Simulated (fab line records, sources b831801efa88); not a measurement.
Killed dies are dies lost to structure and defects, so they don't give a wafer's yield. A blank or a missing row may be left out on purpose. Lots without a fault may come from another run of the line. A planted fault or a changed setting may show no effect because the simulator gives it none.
A struck lot beside a sound one | flow sfq_line | 14 steps out of a route of 325
Sound: wafers L332.3, L332.5, L332.6. Struck: wafers L338.2, L338.5, L338.6. The cause comes at the end.
At each step with rows: each side's tool, then ch and its chambers, then its first start. Under that, the readings that differ: sound wafers | struck wafers | difference of the means | sigmas: that difference in standard deviations of wafers without a fault.
alike: readings whose means differ by less than 2 such deviations, and words and numbers that are the same on both sides. not compared: withheld readings, readings that some wafer has no value for, bounds like >300 that may hide the same value, and numbers for which the record gives no deviation and whose values overlap.
The two part at a step that has a row with sigmas, a row that says differs or no value, or rows on one side only. Numbers that don't overlap but have no deviation are shown without sigmas and don't part them. A reading that every wafer of one side lacks parts them only if that side has two wafers or more.

first, 2 steps without rows for these wafers: SFQ_TRILAYER_L0_VIA_STRIP_SOLV_CLEAN_018 (cleans in NMP, time 600 s); SFQ_TRILAYER_M0_DEP_PRE_CLEAN_020 (time 15 s).
SFQ_TRILAYER_M0_DEP_SPUTTER_019: material Nb, target thk 200 nm, time 133.3 s.
  sound on pvd_sputter-04, day 6 15:21; struck on pvd_sputter-05, day 8 00:41
  alike: throttle_valve_pct
SFQ_M0_RS_MEAS_904: measures by four-point-probe.
  sound on film_metro-04, day 6 15:29; struck on film_metro-01, day 8 00:48
  alike: M0_NB_RS
then, 6 steps without rows for these wafers: SFQ_TRILAYER_M0_LITHO_COAT_026 (resist thk 62 nm); SFQ_TRILAYER_M0_LITHO_COAT_021 (resist thk 600 nm); SFQ_TRILAYER_M0_LITHO_SOFTBAKE_025; SFQ_TRILAYER_M0_LITHO_EXPOSE_022 (exposes mask M0, target cd 500 nm); SFQ_TRILAYER_M0_LITHO_PEB_024 (peb time 60 s); SFQ_TRILAYER_M0_LITHO_DEVELOP_023 (time 60 s).
SFQ_M0_OVL_MEAS_906:
  sound on overlay-01, day 7 11:54; struck on overlay-01, day 8 23:44
  alike: M0_OVL
SFQ_TRILAYER_M0_BARC_OPEN_METAL_ETCH_031: etches BARC in O2, target depth 125 nm, time 41.7 s.
  sound on rie_metal-02 ch 0,1, day 7 11:57; struck on rie_metal-02 ch 0,1, day 8 23:46
  reading                                             | sound             | struck            | difference | sigmas
  oes_product_au (a.u.)                               | 0.681 0.682 0.688 | 0.811 0.809 0.818 | +0.129     | +27
  run_length_s (s)                                    | 69.7 69.4 70.6    | 60.8 60.3 60.6    | -9.3       | -21
  time_s (s)                                          | 41.7 41.7 41.7    | 29.19 29.19 29.19 | -12.51     |
  model.KrF_of_TRILAYER_M0_LITHO_COAT_021.thk_nm (nm) | 518 518.7 520.3   | 538.6 540.2 540.1 | +20.6      |
  alike: drypump_motor_current_A
  not compared: rf_hours_counter_h
SFQ_TRILAYER_M0_ETCH_METAL_ETCH_024: etches Nb in Cl2/Ar, stops on SiO2, target depth 240 nm, time 120 s.
  sound on rie_metal-02 ch 0,1, day 7 12:02; struck on rie_metal-02 ch 0,1, day 8 23:49
  reading                                             | sound             | struck            | difference | sigmas
  model.KrF_of_TRILAYER_M0_LITHO_COAT_021.thk_nm (nm) | 375.2 375.9 378.8 | 398.9 400.1 399.5 | +22.9      |
  alike: drypump_motor_current_A, oes_product_au, run_length_s, time_s
  not compared: rf_hours_counter_h
SFQ_TRILAYER_M0_STRIP_STRIP_025: strips in O2.
  sound on rie_metal-02 ch 0,1, day 7 12:19; struck on rie_metal-02 ch 0,1, day 8 23:57
  alike: drypump_motor_current_A, oes_product_au
  not compared: rf_hours_counter_h

WHERE THEY PART
Only at SFQ_TRILAYER_M0_BARC_OPEN_METAL_ETCH_031, within this record. Later steps at which nothing parts them and some readings are alike: SFQ_TRILAYER_M0_ETCH_METAL_ETCH_024, SFQ_TRILAYER_M0_STRIP_STRIP_025.

WHY: what the simulator had put in
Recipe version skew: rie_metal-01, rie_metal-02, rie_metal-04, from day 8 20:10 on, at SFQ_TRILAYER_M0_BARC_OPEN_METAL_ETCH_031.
